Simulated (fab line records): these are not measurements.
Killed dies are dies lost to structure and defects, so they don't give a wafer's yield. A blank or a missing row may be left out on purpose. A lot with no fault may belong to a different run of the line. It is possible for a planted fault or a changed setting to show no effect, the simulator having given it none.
Which tool was responsible?    flow sky130    12 lots with 36 wafers sampled at 5 steps, on a route of 708 steps

## WHAT THE GAUGES SHOWED, per wafer
SKY_VT_ADJUST_PCH_OVL_MEAS_07.
lot   measured      on          VT_ADJUST_PCH_OVL (nm)
L581  day 11 13:53  overlay-02  1.5 1.7 1.6
L583  day 12 04:52  overlay-02  2.2 2.8 4.0
L584  day 12 09:32  overlay-01  1.8 1.8 0.9
L585  day 12 12:40  overlay-02  1.3 1.9 0.3
L588  day 13 11:58  overlay-02  1.7 1.8 2.7
L589  day 13 21:19  overlay-01  2.0 2.3 2.8
L590  day 14 02:53  overlay-01  0.6 0.4 -0.4
L591  day 14 10:32  overlay-02  -0.5 -1.7 -1.6
L600  day 17 03:07  overlay-02  -0.2 -0.5 0.4
L601  day 17 20:25  overlay-02  -0.1 1.0 -0.6
L602  day 17 21:57  overlay-02  -0.4 -0.5 0.5
L603  day 18 10:19  overlay-02  -0.5 1.0 -2.2

SKY_GATE_OXIDE_OVL_MEAS_10.
lot   measured      on          GATE_OXIDE_OVL (nm)
L581  day 15 01:59  overlay-02  2.7 1.4 1.1
L583  day 15 20:05  overlay-02  2.4 1.1 1.2
L584  day 16 03:17  overlay-02  0.0 -0.4 -1.7
L585  day 16 04:10  overlay-02  1.8 -0.4 1.6
L588  day 17 09:16  overlay-02  -0.4 0.2 -0.2
L589  day 17 15:49  overlay-02  0.9 0.7 -0.5
L590  day 18 01:14  overlay-01  - - -
L591  day 18 15:18  overlay-02  0.8 0.7 0.4
L600  day 21 09:05  overlay-01  2.6 1.5 1.9
L601  day 22 02:29  overlay-01  -1.0 -1.3 -0.4
L602  day 22 03:57  overlay-02  2.2 0.7 1.6
L603  day 22 15:03  overlay-02  0.4 -0.6 0.6

SKY_GATE_OXIDE_TW_MEAS_14.
lot   measured      on             GATE_OXIDE_TW
L581  day 15 02:22  film-metro-03  223.4 222.8 223.0
L583  day 15 20:29  film-metro-01  221.8 221.9 221.9
L584  day 16 03:41  film-metro-01  222.1 220.8 221.9
L585  day 16 04:34  film-metro-02  228.2 228.8 228.2
L588  day 17 09:40  film-metro-01  220.9 221.1 221.0
L589  day 17 16:13  film-metro-03  223.5 222.4 221.9
L590  day 18 01:38  film-metro-03  29.7 29.8 29.7
L591  day 18 15:50  film-metro-03  222.9 223.1 223.0
L600  day 21 09:28  film-metro-01  223.0 222.5 224.1
L601  day 22 02:53  film-metro-02  229.0 227.6 228.9
L602  day 22 04:20  film-metro-01  221.1 222.1 221.9
L603  day 22 15:36  film-metro-03  221.7 220.1 220.9

SKY_CONTACT_THK_MEAS_01.
lot   measured      on             CONTACT_CVD_00_THK (nm)
L581  day 31 20:46  film-metro-03  75.5 75.6 75.5
L583  day 32 20:36  film-metro-02  74.8 75.7 75.6
L584  day 33 00:05  film-metro-04  76.1 74.3 75.5
L585  day 33 03:34  film-metro-03  75.3 75.9 75.0
L588  day 34 06:06  film-metro-03  74.5 75.7 74.6
L589  day 34 11:23  film-metro-04  74.7 75.5 75.8
L591  day 35 09:42  film-metro-03  74.1 74.8 75.2
L600  day 37 17:43  film-metro-04  73.1 74.6 74.6
L601  day 38 07:57  film-metro-04  74.9 75.8 75.0
L602  day 38 09:46  film-metro-04  73.0 74.7 75.2
L603  day 38 18:28  film-metro-02  75.0 76.5 75.6

## WHICH TOOL RAN EACH LOT (tool, then ch and the chambers of the sampled wafers, then the start)
lot   SKY_GATE_OXIDE_EXPOSE_07
L581  iline-stepper-01 ch 0, day 14 12:43
L583  iline-stepper-02 ch 0, day 15 07:42
L584  iline-stepper-01 ch 0, day 15 13:15
L585  iline-stepper-02 ch 0, day 15 14:37
L588  iline-stepper-01 ch 0, day 16 18:58
L589  iline-stepper-02 ch 0, day 17 02:08
L590  iline-stepper-02 ch 0, day 17 09:52
L591  iline-stepper-02 ch 0, day 17 23:58
L600  iline-stepper-01 ch 0, day 20 17:49
L601  iline-stepper-02 ch 0, day 21 10:16
L602  iline-stepper-01 ch 0, day 21 12:41
L603  iline-stepper-01 ch 0, day 21 23:34
- SKY_GATE_OXIDE_EXPOSE_07: exposes mask LVOM, target cd 600 nm.

## AS READ BY THE TOOLS THEMSELVES (means over the sampled wafers that have a number; for cases with no such wafer, the mark the record gives instead)
The record holds no such reading with a usual standard deviation.

## THE ANSWER, worked out from the rows above alone
Rule: the usual values come from the lots themselves. The widest of any qualifying gaps counts: lots, ordered by their means at a reading, are off when they make up no more than a third of the lots, leave a main group of 4 or more, and stand apart from it by 3 or more times the standard deviation of that group's means. Not used: any main group whose means are identical at the precision the tables above print for the reading. Also off: a lot with no number at a reading for which 4 or more lots have one. The other lots that the step has rows for count as sound. The gauges are gone through in route order, then the tools' own readings, and for those a lot's mean is taken as printed above. The first step at which some lot is off is used, and at that step the reading that is off furthest; a lot without a number counts as furthest.
Off: at SKY_GATE_OXIDE_OVL_MEAS_10 (GATE_OXIDE_OVL), L590. Without a number there: L590. The main group has a mean of 0.7 nm with a standard deviation of 0.95.
A tool fits if, at a process step before that reading, it ran every lot that is off, and no sound lot after the first of them. The gauges at SKY_GATE_OXIDE_OVL_MEAS_10 aren't tried: what is off there is off at SKY_GATE_OXIDE_TW_MEAS_14 too, on other tools, and a gauge's error can't cause that. None of those tried fits.

## WHAT THE SIMULATOR HAD PUT IN
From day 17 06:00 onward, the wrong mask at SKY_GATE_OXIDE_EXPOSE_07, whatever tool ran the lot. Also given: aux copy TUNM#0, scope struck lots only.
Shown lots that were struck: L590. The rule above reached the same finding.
